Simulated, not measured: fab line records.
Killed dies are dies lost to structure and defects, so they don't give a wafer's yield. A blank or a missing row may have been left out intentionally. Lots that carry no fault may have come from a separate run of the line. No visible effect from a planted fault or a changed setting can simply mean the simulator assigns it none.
Matching of chambers / flow sky130 / SKY_FIELD_ISO_ETCH_17 on rie_si-02: 4 sister chambers
The step etches Si in HBr/Cl2/O2, target depth 342 nm, time 97.7 s. 4 wafers are shown with their chamber, then 8 later ones without.

== EACH WAFER AND ITS CHAMBER ==
wafer=L406.6; chamber=1; drypump_motor_current_A (A)=5.74
wafer=L407.1; chamber=3; drypump_motor_current_A (A)=6.15
wafer=L407.3; chamber=0; drypump_motor_current_A (A)=6.20
wafer=L408.3; chamber=2; drypump_motor_current_A (A)=5.62

== WAFERS WITH NO CHAMBER GIVEN ==
wafer=L408.5; drypump_motor_current_A (A)=5.73
wafer=L408.6; drypump_motor_current_A (A)=6.20
wafer=L417.1; drypump_motor_current_A (A)=5.72
wafer=L417.2; drypump_motor_current_A (A)=6.17
wafer=L417.6; drypump_motor_current_A (A)=5.62
wafer=L418.2; drypump_motor_current_A (A)=6.19
wafer=L418.4; drypump_motor_current_A (A)=6.22
wafer=L418.6; drypump_motor_current_A (A)=6.18

== WHICH CHAMBER EACH ONE RAN IN ==
wafer=L408.5; from the rows above=1; in truth=1
wafer=L408.6; from the rows above=0; in truth=0
wafer=L417.1; from the rows above=1; in truth=1
wafer=L417.2; from the rows above=can't be placed: 3 or 0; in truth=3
wafer=L417.6; from the rows above=2; in truth=2
wafer=L418.2; from the rows above=0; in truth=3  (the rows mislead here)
wafer=L418.4; from the rows above=0; in truth=0
wafer=L418.6; from the rows above=can't be placed: 0 or 3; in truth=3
5 of 8 placed correctly. Cannot be placed on the basis of these rows: 2; the candidates contain the true chamber in 2. 1 placed wrongly.
How it was worked out, from the rows above alone: a wafer's distance from a chamber is the root of the sum, over the readings, of the square of ((its reading less the chamber's mean) divided by the reading's scatter). The wafer belongs to the nearest chamber; if the next one is less than 2 further off, it can't be placed. For every chamber, the mean is computed from those of its wafers that are shown. The scatter (one wafer shown for each chamber): square how far every hidden wafer sits from the nearest shown wafer, average those squares and take the square root.
